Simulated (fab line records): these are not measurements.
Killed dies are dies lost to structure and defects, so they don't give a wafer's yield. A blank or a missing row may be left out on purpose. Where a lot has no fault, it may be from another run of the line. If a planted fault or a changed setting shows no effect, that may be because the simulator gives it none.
Chamber matching + flow gf180mcu + GF_V3_CMP_26 on cmp-02: 4 sister chambers
The step polishes, stops on SiO2, t overpolish 15 s, target thk 0 nm. 4 wafers are shown with their chamber, then 7 later ones without.

## WAFERS PAIRED WITH THEIR CHAMBERS
| wafer  | chamber | motor current A (A) |
|--------|---------|---------------------|
| L537.3 | 3       | 13.6                |
| L548.3 | 1       | 12.1                |
| L549.1 | 0       | 9.1                 |
| L549.5 | 2       | 10.4                |

## WAFERS WHOSE CHAMBER IS MISSING
| wafer  | motor current A (A) |
|--------|---------------------|
| L549.6 | 12.5                |
| L555.1 | 10.8                |
| L555.4 | 9.4                 |
| L555.6 | 10.4                |
| L556.2 | 9.3                 |
| L556.3 | 12.1                |
| L556.5 | 10.5                |

## WHICH CHAMBER EACH ONE RAN IN
| wafer  | from the rows above | in truth |
|--------|---------------------|----------|
| L549.6 | 1                   | 1        |
| L555.1 | 2                   | 2        |
| L555.4 | 0                   | 0        |
| L555.6 | 2                   | 2        |
| L556.2 | 0                   | 0        |
| L556.3 | 1                   | 1        |
| L556.5 | 2                   | 2        |
Correct placement for 7 of the 7. Left unplaced by these rows: 0. Number placed wrongly: 0.
How it was worked out, from the rows above alone: a wafer's distance from a chamber is the root of the sum, over the readings, of the square of ((its reading less the chamber's mean) divided by the reading's scatter). If the next closest chamber is less than 2 further off than the closest, the wafer can't be placed; otherwise it belongs to the closest. Each chamber's mean is taken over the wafers shown for it. The scatter (one wafer shown for each chamber): square how far every hidden wafer sits from the nearest shown wafer, average those squares and take the square root.
